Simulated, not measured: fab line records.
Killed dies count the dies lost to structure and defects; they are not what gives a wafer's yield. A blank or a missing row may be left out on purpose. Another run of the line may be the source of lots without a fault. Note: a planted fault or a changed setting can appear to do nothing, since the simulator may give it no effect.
fab line records | flow sky130
[record] lots = 6 | wafers = 18 | last-day = 50
route steps=708 shown VIA2@527 METAL3@532 CAPM@537
lots with no fault: from the same line, run without faults
start-h: hours from the record's first day to the start of the lot's first wafer shown | wait-h: hours since the lot's step before | " as in the row above | L1.1+2: a row that stands for several wafers | - no value, or no start given | * or withheld: withheld | < > ~ a bound
route shown NAME@n: names a module that has steps shown in the file, with the first one's number in the route | usual: mean and standard deviation over wafers with no fault | same: alike in all rows | chamber/n: place in a boat | sites: per-site readings | _std_site: their standard deviation | _edge_site: outer sites' mean less inner sites' | radius-mm: for every site, how far away it sits from the centre of the wafer | mask NAME#n: copy n | behind: tool/chamber where the wafer was last shaped | hold: why the lot went on hold/how many hours it stayed there/how the hold came to an end | device: transistor that didn't switch, given as n, p or np | end of line: at the end of the route, the tests of the same wafers | where a step has no rows: the recipe by itself | killed: dies that structure and defects cost at the first sort, which is not the same as the wafer's yield | map: a wafer's dies, x killed, . not, _ none there
set.NAME: the setting as run; set.NAME@STEP: as run at that earlier step | model.NAME: the simulator's own value behind a step, which no gauge read
lots at selected steps of the route; one table per step, one row per wafer
services: a tool's chamber out of use, with start hour (start-h, from the record's first day; less than 0 if before it), hours out, and reason
[[steps]]
[step SKY_VIA2_SPUTTER_20]
[recipe] material = TiN | target-thk-nm = 20 | chamber-pressure-pa = 5 | power-w = 4000 | time-s = 80
[step SKY_VIA2_CVD_21]
[recipe] material = W | target-thk-nm = 420 | time-s = 126.4 | temp-c = 400 | pressure-torr = 40
[usual] heater-power-w = 854/55
lot.wafer | tool     | chamber | start-h | wait-h | heater-power-w
L767.1    | cvd-w-02 | 0       | 884.00  | 0.0    | 881
L767.4    | "        | 0       | "       | "      | 860
L767.6    | "        | 1       | "       | "      | 874
L768.1    | cvd-w-01 | 1       | 897.42  | 0.0    | 971
L768.2    | "        | 0       | "       | "      | 790
L768.6    | "        | 1       | "       | "      | 931
L771.1    | cvd-w-01 | 0       | 918.00  | 0.0    | 776
L771.2    | "        | 1       | "       | "      | 890
L771.4    | "        | 1       | "       | "      | 890
L781.1    | cvd-w-01 | 1       | 980.61  | 0.0    | 890
L781.4    | "        | 1       | "       | "      | 899
L781.6    | "        | 0       | "       | "      | 797
L782.1    | cvd-w-02 | 1       | 991.06  | 0.0    | 862
L782.2    | "        | 0       | "       | "      | 881
L782.3    | "        | 1       | "       | "      | 881
L785.4    | cvd-w-02 | 1       | 1007.16 | 0.1    | 860
L785.5    | "        | 1       | "       | "      | 854
L785.6    | "        | 0       | "       | "      | 878
[step SKY_VIA2_RS_MEAS_22]
[recipe] thk-meas-gauge = four-point-probe | reads = W_of_VIA2_CVD_21+TiN_of_VIA2_SPUTTER_20
[usual] VIA2_W_RS = 0.273/0.0032
lot.wafer | tool          | chamber | start-h | wait-h | VIA2_W_RS[ohm/sq]
L767.1    | film-metro-01 | -       | 884.13  | 0.1    | 0.276
L767.4    | "             | -       | "       | "      | 0.274
L767.6    | "             | -       | "       | "      | 0.276
L768.1    | film-metro-01 | -       | 897.55  | 0.1    | 0.272
L768.2    | "             | -       | "       | "      | 0.276
L768.6    | "             | -       | "       | "      | 0.271
L771.1    | film-metro-02 | -       | 918.13  | 0.1    | 0.274
L771.2    | "             | -       | "       | "      | 0.269
L771.4    | "             | -       | "       | "      | 0.269
L781.1    | film-metro-02 | -       | 980.74  | 0.1    | 0.271
L781.4    | "             | -       | "       | "      | 0.270
L781.6    | "             | -       | "       | "      | 0.281
L782.1    | film-metro-02 | -       | 991.19  | 0.1    | 0.276
L782.2    | "             | -       | "       | "      | 0.277
L782.3    | "             | -       | "       | "      | 0.272
L785.4    | film-metro-03 | -       | 1007.30 | 0.1    | 0.272
L785.5    | "             | -       | "       | "      | 0.273
L785.6    | "             | -       | "       | "      | 0.276
[step SKY_VIA2_THK_MEAS_23]
[recipe] thk-meas-gauge = xrf | reads = W_of_VIA2_CVD_21
[usual] VIA2_W_THK = 416/6.5
lot.wafer | tool          | chamber | start-h | wait-h | VIA2_W_THK[nm]
L767.1    | film-metro-01 | -       | 884.25  | 0.1    | 418
L767.4    | "             | -       | "       | "      | 418
L767.6    | "             | -       | "       | "      | 418
L768.1    | film-metro-01 | -       | 897.67  | 0.1    | 422
L768.2    | "             | -       | "       | "      | 413
L768.6    | "             | -       | "       | "      | 419
L771.1    | film-metro-02 | -       | 918.25  | 0.1    | 410
L771.2    | "             | -       | "       | "      | 416
L771.4    | "             | -       | "       | "      | 415
L781.1    | film-metro-02 | -       | 980.86  | 0.1    | 415
L781.4    | "             | -       | "       | "      | 416
L781.6    | "             | -       | "       | "      | 400
L782.1    | film-metro-02 | -       | 991.31  | 0.1    | 405
L782.2    | "             | -       | "       | "      | 403
L782.3    | "             | -       | "       | "      | 412
L785.4    | film-metro-03 | -       | 1007.39 | 0.1    | 419
L785.5    | "             | -       | "       | "      | 417
L785.6    | "             | -       | "       | "      | 417
[step SKY_VIA2_CMP_24]
[recipe] stop-on = SiO2 | t-overpolish-s = 20 | down-force-psi = 3.5 | platen-rpm = 60 | target-thk-nm = 0 | pad-velocity-m-s = 0.94248
[usual] motor-current-A = 11.7/0.79 | overpolish-run-s = 20.000/0.0089 | time-to-endpoint-s = 98/5.3
lot.wafer | tool   | chamber | start-h | wait-h | motor-current-A | overpolish-run-s | time-to-endpoint-s
L767.1    | cmp-02 | 2       | 884.31  | 0.1    | 11.7            | 20.012           | 92
L767.4    | "      | 0       | "       | "      | 13.4            | 19.999           | 100
L767.6    | "      | 2       | "       | "      | 11.5            | 19.999           | 90
L768.1    | cmp-01 | 0       | 897.73  | 0.1    | 11.6            | 20.014           | 96
L768.2    | "      | 3       | "       | "      | 11.5            | 20.009           | 96
L768.6    | "      | 0       | "       | "      | 11.3            | 20.007           | 96
L771.1    | cmp-02 | 2       | 918.31  | 0.1    | 11.7            | 19.995           | 99
L771.4    | "      | 3       | "       | "      | 9.4             | 19.981           | 99
L771.2    | "      | 0       | "       | "      | 14.7            | 19.985           | 116
L781.1    | cmp-01 | 2       | 980.97  | 0.1    | 11.8            | 19.999           | 103
L781.4    | "      | 3       | "       | "      | 11.8            | 20.009           | 99
L781.6    | "      | 2       | "       | "      | 12.1            | 19.992           | 97
L782.2    | cmp-01 | 1       | 991.39  | 0.1    | 12.3            | 20.005           | 90
L782.1    | "      | 2       | "       | "      | 11.8            | 19.999           | 98
L782.3    | "      | 0       | "       | "      | 10.9            | 19.995           | 98
L785.4    | cmp-01 | 2       | 1007.47 | 0.1    | 11.5            | 20.013           | 109
L785.5    | "      | 1       | "       | "      | 12.7            | 20.015           | 96
L785.6    | "      | 2       | "       | "      | 11.7            | 19.998           | 108
[step SKY_METAL3_SPUTTER_00]
[recipe] material = Ti | target-thk-nm = 15 | power-w = 3000 | time-s = 10 | chamber-pressure-pa = 0.4
[step SKY_METAL3_SPUTTER_01]
[recipe] material = TiN | target-thk-nm = 20 | power-w = 6500 | time-s = 16.7 | chamber-pressure-pa = 0.4
[usual] cathode-dc-power-W = 6499.8/1.1 | throttle-valve-pct = 29.7/1.1
lot.wafer | tool           | chamber | start-h | wait-h | cathode-dc-power-W | throttle-valve-pct
L767.1    | pvd-sputter-03 | -       | 884.64  | 0.0    | 6500.7             | 29.4
L767.4    | "              | -       | "       | "      | 6500.5             | 29.9
L767.6    | "              | -       | "       | "      | 6499.0             | 28.7
L768.1    | pvd-sputter-03 | -       | 898.05  | 0.0    | 6500.6             | 29.8
L768.2    | "              | -       | "       | "      | 6499.6             | 28.6
L768.6    | "              | -       | "       | "      | 6500.2             | 28.7
L771.1    | pvd-sputter-01 | -       | 918.63  | 0.0    | 6497.7             | 31.8
L771.2    | "              | -       | "       | "      | 6501.0             | 31.5
L771.4    | "              | -       | "       | "      | 6499.7             | 31.9
L781.1    | pvd-sputter-03 | -       | 981.24  | 0.0    | 6498.4             | 28.7
L781.4    | "              | -       | "       | "      | 6501.7             | 29.7
L781.6    | "              | -       | "       | "      | 6501.7             | 29.9
L782.1    | pvd-sputter-03 | -       | 991.71  | 0.0    | 6498.3             | 27.9
L782.2    | "              | -       | "       | "      | 6498.7             | 29.4
L782.3    | "              | -       | "       | "      | 6501.2             | 29.9
L785.4    | pvd-sputter-04 | -       | 1007.74 | 0.0    | 6500.2             | 28.7
L785.5    | "              | -       | "       | "      | 6498.3             | 28.7
L785.6    | "              | -       | "       | "      | 6501.5             | 30.2
[step SKY_METAL3_SPUTTER_02]
[recipe] material = AlCu | target-thk-nm = 735 | power-w = 10600 | time-s = 39.1 | chamber-pressure-pa = 0.4
[step SKY_METAL3_SPUTTER_03]
[recipe] material = Ti | target-thk-nm = 5 | power-w = 3000 | time-s = 3.3 | chamber-pressure-pa = 0.4
[step SKY_METAL3_SPUTTER_04]
[recipe] material = TiN | target-thk-nm = 70 | power-w = 6500 | time-s = 58.3 | chamber-pressure-pa = 0.4
[usual] cathode-dc-power-W = 6500.0/1.1 | throttle-valve-pct = 29.7/1.1
lot.wafer | tool           | chamber | start-h | wait-h | cathode-dc-power-W | throttle-valve-pct
L767.1    | pvd-sputter-03 | -       | 884.72  | 0.0    | 6501.1             | 29.2
L767.4    | "              | -       | "       | "      | 6498.8             | 29.7
L767.6    | "              | -       | "       | "      | 6499.5             | 28.7
L768.1    | pvd-sputter-03 | -       | 898.13  | 0.0    | 6499.3             | 29.7
L768.2    | "              | -       | "       | "      | 6497.3             | 28.8
L768.6    | "              | -       | "       | "      | 6500.0             | 28.7
L771.1    | pvd-sputter-01 | -       | 918.72  | 0.0    | 6500.3             | 31.9
L771.2    | "              | -       | "       | "      | 6499.9             | 31.4
L771.4    | "              | -       | "       | "      | 6500.8             | 31.7
L781.1    | pvd-sputter-03 | -       | 981.32  | 0.0    | 6500.9             | 28.8
L781.4    | "              | -       | "       | "      | 6497.7             | 29.8
L781.6    | "              | -       | "       | "      | 6498.9             | 29.8
L782.1    | pvd-sputter-03 | -       | 991.79  | 0.0    | 6498.3             | 27.8
L782.2    | "              | -       | "       | "      | 6500.8             | 29.2
L782.3    | "              | -       | "       | "      | 6500.0             | 29.5
L785.4    | pvd-sputter-04 | -       | 1007.83 | 0.0    | 6499.0             | 28.7
L785.5    | "              | -       | "       | "      | 6501.2             | 29.0
L785.6    | "              | -       | "       | "      | 6500.3             | 29.6
[step SKY_CAPM_CVD_00]
[recipe] material = SiO2 | target-thk-nm = 15.5 | temp-c = 400 | time-s = withheld | rf-w = 450
[usual] heater-power-w = 679/96
lot.wafer | tool     | chamber | start-h | wait-h | heater-power-w
L767.1    | pecvd-04 | 0       | 884.77  | 0.0    | 786
L767.4    | "        | 1       | "       | "      | 725
L767.6    | "        | 2       | "       | "      | 813
L768.1    | pecvd-01 | 0       | 898.18  | 0.0    | 650
L768.2    | "        | 1       | "       | "      | 753
L768.6    | "        | 2       | "       | "      | 591
L771.1    | pecvd-02 | 2       | 918.77  | 0.0    | 676
L771.2    | "        | 1       | "       | "      | 665
L771.4    | "        | 2       | "       | "      | 698
L781.1    | pecvd-04 | 2       | 981.37  | 0.0    | 712
L781.4    | "        | 0       | "       | "      | 736
L781.6    | "        | 2       | "       | "      | 710
L782.1    | pecvd-01 | 0       | 991.84  | 0.0    | 656
L782.2    | "        | 2       | "       | "      | 611
L782.3    | "        | 1       | "       | "      | 769
L785.4    | pecvd-01 | 2       | 1007.89 | 0.0    | 620
L785.5    | "        | 0       | "       | "      | 759
L785.6    | "        | 1       | "       | "      | 829
[step SKY_CAPM_THK_MEAS_01]
[recipe] reads = SiO2_of_CAPM_CVD_00
[usual] CAPM_CVD_00_THK = 15.47/0.2
lot.wafer | tool          | chamber | start-h | wait-h | CAPM_CVD_00_THK[nm]
L767.1    | film-metro-01 | -       | 884.79  | -      | 15.30
L767.4    | "             | -       | "       | "      | 15.68
L767.6    | "             | -       | "       | "      | 15.74
L768.1    | film-metro-03 | -       | 898.20  | -      | 15.12
L768.2    | "             | -       | "       | "      | 15.28
L768.6    | "             | -       | "       | "      | 15.24
L771.1    | film-metro-04 | -       | 918.79  | -      | 15.53
L771.2    | "             | -       | "       | "      | 15.28
L771.4    | "             | -       | "       | "      | 15.56
L781.1    | film-metro-01 | -       | 981.39  | -      | 15.41
L781.4    | "             | -       | "       | "      | 15.46
L781.6    | "             | -       | "       | "      | 15.49
L782.1    | film-metro-01 | -       | 991.86  | -      | 15.19
L782.2    | "             | -       | "       | "      | 15.47
L782.3    | "             | -       | "       | "      | 15.50
L785.4    | film-metro-01 | -       | 1007.93 | -      | 15.56
L785.5    | "             | -       | "       | "      | 15.29
L785.6    | "             | -       | "       | "      | 15.66
[step SKY_CAPM_SPUTTER_02]
[recipe] material = TiN | target-thk-nm = 200 | temp-c = 300 | power-w = 6500 | time-s = 166.7 | chamber-pressure-pa = 0.4
[usual] cathode-dc-power-W = 6500.0/1.2 | throttle-valve-pct = 29.8/1.1
lot.wafer | tool           | chamber | start-h | wait-h | cathode-dc-power-W | throttle-valve-pct
L767.1    | pvd-sputter-02 | -       | 884.85  | 0.1    | 6500.4             | 30.9
L767.4    | "              | -       | "       | "      | 6497.2             | 29.9
L767.6    | "              | -       | "       | "      | 6498.6             | 29.3
L768.1    | pvd-sputter-01 | -       | 898.26  | 0.1    | 6497.9             | 29.2
L768.2    | "              | -       | "       | "      | 6499.8             | 31.5
L768.6    | "              | -       | "       | "      | 6500.4             | 31.9
L771.1    | pvd-sputter-02 | -       | 918.85  | 0.1    | 6498.9             | 29.9
L771.2    | "              | -       | "       | "      | 6502.0             | 29.0
L771.4    | "              | -       | "       | "      | 6499.9             | 30.8
L781.1    | pvd-sputter-02 | -       | 981.45  | 0.1    | 6501.1             | 29.1
L781.4    | "              | -       | "       | "      | 6501.0             | 29.6
L781.6    | "              | -       | "       | "      | 6501.4             | 31.0
L782.1    | pvd-sputter-02 | -       | 991.92  | 0.1    | 6498.9             | 30.8
L782.2    | "              | -       | "       | "      | 6499.3             | 29.7
L782.3    | "              | -       | "       | "      | 6502.0             | 30.0
L785.4    | pvd-sputter-03 | -       | 1007.96 | 0.0    | 6500.1             | 28.0
L785.5    | "              | -       | "       | "      | 6498.5             | 29.8
L785.6    | "              | -       | "       | "      | 6500.2             | 28.4
[step SKY_CAPM_RS_MEAS_03]
[recipe] thk-meas-gauge = four-point-probe | reads = TiN_of_CAPM_SPUTTER_02
[usual] CAPM_TIN_RS = 6.95/0.09
lot.wafer | tool          | chamber | start-h | wait-h | CAPM_TIN_RS[ohm/sq]
L767.1    | film-metro-01 | -       | 884.96  | 0.1    | 6.91
L767.4    | "             | -       | "       | "      | 7.06
L767.6    | "             | -       | "       | "      | 6.98
L768.1    | film-metro-01 | -       | 898.37  | 0.1    | 6.80
L768.2    | "             | -       | "       | "      | 6.90
L768.6    | "             | -       | "       | "      | 6.82
L771.1    | film-metro-01 | -       | 918.96  | 0.1    | 7.00
L771.2    | "             | -       | "       | "      | 6.98
L771.4    | "             | -       | "       | "      | 6.91
L781.1    | film-metro-04 | -       | 981.56  | 0.1    | 6.92
L781.4    | "             | -       | "       | "      | 6.98
L781.6    | "             | -       | "       | "      | 7.29
L782.1    | film-metro-04 | -       | 992.03  | 0.1    | 7.24
L782.2    | "             | -       | "       | "      | 6.91
L782.3    | "             | -       | "       | "      | 6.90
L785.4    | film-metro-03 | -       | 1008.13 | 0.1    | 6.81
L785.5    | "             | -       | "       | "      | 6.86
L785.6    | "             | -       | "       | "      | 6.82
[step SKY_CAPM_THK_MEAS_04]
[recipe] thk-meas-gauge = xrf | reads = TiN_of_CAPM_SPUTTER_02
[usual] CAPM_TIN_THK = 200/3.1
lot.wafer | tool          | chamber | start-h | wait-h | CAPM_TIN_THK[nm]
L767.1    | film-metro-01 | -       | 885.08  | 0.1    | 198
L767.4    | "             | -       | "       | "      | 195
L767.6    | "             | -       | "       | "      | 197
L768.1    | film-metro-01 | -       | 898.49  | 0.1    | 201
L768.2    | "             | -       | "       | "      | 198
L768.6    | "             | -       | "       | "      | 201
L771.1    | film-metro-01 | -       | 919.08  | 0.1    | 196
L771.2    | "             | -       | "       | "      | 197
L771.4    | "             | -       | "       | "      | 198
L781.1    | film-metro-04 | -       | 981.68  | 0.1    | 201
L781.4    | "             | -       | "       | "      | 201
L781.6    | "             | -       | "       | "      | 193
L782.1    | film-metro-04 | -       | 992.15  | 0.1    | 195
L782.2    | "             | -       | "       | "      | 202
L782.3    | "             | -       | "       | "      | 203
L785.4    | film-metro-03 | -       | 1008.22 | 0.1    | 204
L785.5    | "             | -       | "       | "      | 203
L785.6    | "             | -       | "       | "      | 204
[step SKY_CAPM_DEHYDRATE_05]
[recipe] temp-c = 200 | time-s = 60
[step SKY_CAPM_HMDS_06]
[recipe] prime-time-s = 60 | prime-temp-c = 120
[step SKY_CAPM_COAT_07]
[recipe] resist = NOVOLAK | spin-rpm = 3000 | resist-thk-nm = 1140
[step SKY_CAPM_SOFTBAKE_08]
[recipe] temp-c = 90 | time-s = 60 | resist = NOVOLAK
[step SKY_CAPM_EXPOSE_09]
[recipe] mask-id = CAPM | na = 0.6 | source-shape = conventional | sigma-outer = 0.6 | polarization = unpolarized | target-cd-nm = 1000 | dose-mj = 159
[step SKY_CAPM_PEB_10]
[recipe] temp-c = withheld | time-s = * | resist = NOVOLAK
[step SKY_CAPM_DEVELOP_11]
[recipe] resist = NOVOLAK | developer = TMAH | develop-time-s = 60 | dev-temp-c = 23
[step SKY_CAPM_OVL_MEAS_12]
[usual] CAPM_OVL = 0.2/1.3
lot.wafer | tool       | chamber | start-h | wait-h | CAPM_OVL[nm]
L767.1    | overlay-01 | -       | 910.09  | 0.1    | -1.2
L767.4    | "          | -       | "       | "      | -1.1
L767.6    | "          | -       | "       | "      | 0.6
L768.1    | overlay-02 | -       | 922.94  | 0.1    | -1.4
L768.2    | "          | -       | "       | "      | 0.7
L768.6    | "          | -       | "       | "      | -0.8
L771.1    | overlay-02 | -       | 943.79  | 0.1    | -0.7
L771.2    | "          | -       | "       | "      | 0.1
L771.4    | "          | -       | "       | "      | 0.2
L781.1    | overlay-02 | -       | 1005.34 | 0.1    | -1.7
L781.4    | "          | -       | "       | "      | -1.3
L781.6    | "          | -       | "       | "      | -0.5
L782.1    | overlay-01 | -       | 1015.14 | 0.1    | -1.6
L782.2    | "          | -       | "       | "      | 0.3
L782.3    | "          | -       | "       | "      | 0.3
L785.4    | overlay-01 | -       | 1030.46 | 0.1    | -0.2
L785.5    | "          | -       | "       | "      | 0.9
L785.6    | "          | -       | "       | "      | -0.3
[step SKY_CAPM_METAL_ETCH_13]
[recipe] target-depth-nm = 220 | stop-on = SiO2 | chemistry = Cl2/BCl3 | target = TiN | pressure-mtorr = 10 | icp-w = 900 | bias-w = 48.5 | Cl2_flow_sccm = 60 | bcl3-flow-sccm = 30 | time-s = 62.9
[usual] bias-w = 48.48/0.15 | drypump-motor-current-A = 6.0/0.52 | oes-product-au = 0.940/0.0079 | throttle-valve-pct = 21.903/0.01
lot.wafer | tool         | chamber | start-h | wait-h | bias-w | drypump-motor-current-A | oes-product-au | rf-hours-counter-h | throttle-valve-pct
L767.1    | rie-metal-03 | 0       | 910.13  | 0.0    | 48.28  | 5.6                     | 0.937          | 7                  | 21.911
L767.4    | "            | 0       | "       | "      | 48.52  | 5.7                     | 0.928          | -                  | 21.914
L767.6    | "            | 0       | "       | "      | 48.58  | 5.6                     | 0.941          | -                  | 21.907
L768.1    | rie-metal-03 | 1       | 922.98  | 0.0    | 48.55  | 6.5                     | 0.958          | 18                 | 21.895
L768.2    | "            | 0       | "       | "      | 48.41  | 5.6                     | 0.948          | 8                  | 21.880
L768.6    | "            | 1       | "       | "      | 48.51  | 6.5                     | 0.953          | -                  | 21.898
L771.1    | rie-metal-03 | 0       | 943.83  | 0.0    | 48.35  | 5.7                     | 0.936          | 10                 | 21.909
L771.2    | "            | 0       | "       | "      | 48.61  | 5.6                     | 0.934          | -                  | 21.904
L771.4    | "            | 0       | "       | "      | 48.26  | 5.6                     | 0.936          | -                  | 21.905
L781.1    | rie-metal-03 | 1       | 1005.38 | 0.0    | 48.73  | 6.5                     | 0.950          | 3                  | 21.885
L781.4    | "            | 1       | "       | "      | 48.56  | 6.5                     | 0.938          | -                  | 21.897
L781.6    | "            | 1       | "       | "      | 48.48  | 6.5                     | 0.911          | -                  | 21.923
L782.1    | rie-metal-04 | 1       | 1015.18 | 0.0    | 48.49  | 5.8                     | 0.920          | 17                 | 21.926
L782.2    | "            | 0       | "       | "      | 48.42  | 5.1                     | 0.945          | 11                 | 21.898
L782.3    | "            | 0       | "       | "      | 48.66  | 5.1                     | 0.939          | -                  | 21.914
L785.4    | rie-metal-03 | 1       | 1030.51 | 0.0    | 48.31  | 6.5                     | 0.945          | -                  | 21.900
L785.5    | "            | 1       | "       | "      | 48.66  | 6.5                     | 0.939          | -                  | 21.899
L785.6    | "            | 0       | "       | "      | 48.68  | 5.7                     | 0.944          | -                  | 21.904
[step SKY_CAPM_STRIP_14]
[recipe] chemistry = O2/N2 | power-w = 1400 | pressure-mtorr = 1500 | platen-temp-c = withheld | o2-flow-sccm = 3000 | n2-flow-sccm = 300 | overash-fraction = 0.5
[[services]]
tool           | chamber | start-h | hours | kind
cmp-02         | -       | 866.45  | 0.8   | repair
cmp-02         | -       | 870.16  | 0.2   | repair
pecvd-01       | -       | 880.24  | 13.8  | repair
pvd-sputter-04 | -       | 880.82  | 6.8   | repair
cmp-02         | -       | 891.69  | 0.5   | repair
pecvd-04       | -       | 898.58  | 0.6   | repair
pvd-sputter-04 | -       | 901.89  | 15.8  | repair
cvd-w-01       | -       | 904.00  | 14.0  | pm
cvd-w-02       | -       | 904.61  | 1.0   | repair
pvd-sputter-01 | -       | 906.76  | 4.3   | repair
cmp-02         | -       | 912.00  | 4.0   | pm
cmp-01         | -       | 913.18  | 1.4   | repair
cvd-w-01       | 1       | 955.17  | 20.8  | repair
pvd-sputter-03 | -       | 962.46  | 3.5   | repair
pvd-sputter-02 | -       | 971.06  | 2.7   | repair
cvd-w-01       | -       | 989.20  | 6.9   | pm
pvd-sputter-01 | -       | 990.27  | 3.0   | repair
pvd-sputter-02 | -       | 994.42  | 3.8   | repair
pvd-sputter-02 | -       | 1002.90 | 4.4   | repair
cvd-w-01       | -       | 1003.70 | 2.7   | repair
cvd-w-02       | 1       | 1016.39 | 2.8   | repair
pvd-sputter-02 | -       | 1019.95 | 2.1   | repair
cvd-w-01       | -       | 1026.30 | 0.6   | repair
pvd-sputter-03 | -       | 1026.80 | 2.7   | repair
[[key]]
[first-sign] step = SKY_CAPM_RS_MEAS_03 | reading = CAPM_TIN_RS | direction = up | sigmas = 3.5 | usual = 6.95 | struck = 7.27
[effect] step = SKY_CAPM_METAL_ETCH_13 | reading = oes-product-au | direction = down | sigmas = 3.1 | usual = 0.940 | struck = 0.915
met-at SKY_CAPM_SPUTTER_02
struck-wafers L781.6,L782.1
onset-between 918.85 981.45
[fault] kind = site-profile-drift | tool = pvd-sputter-02 | chamber = - | onset-h = 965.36 | steps = SKY_CAPM_SPUTTER_02 | basis = fraction | max-abs-drift = 0.092006 | slope-share-per-hr = 46.003 | site-pattern = 0,0,0,0,0,-1,-1,-1,-1 | scope = struck-wafers-only
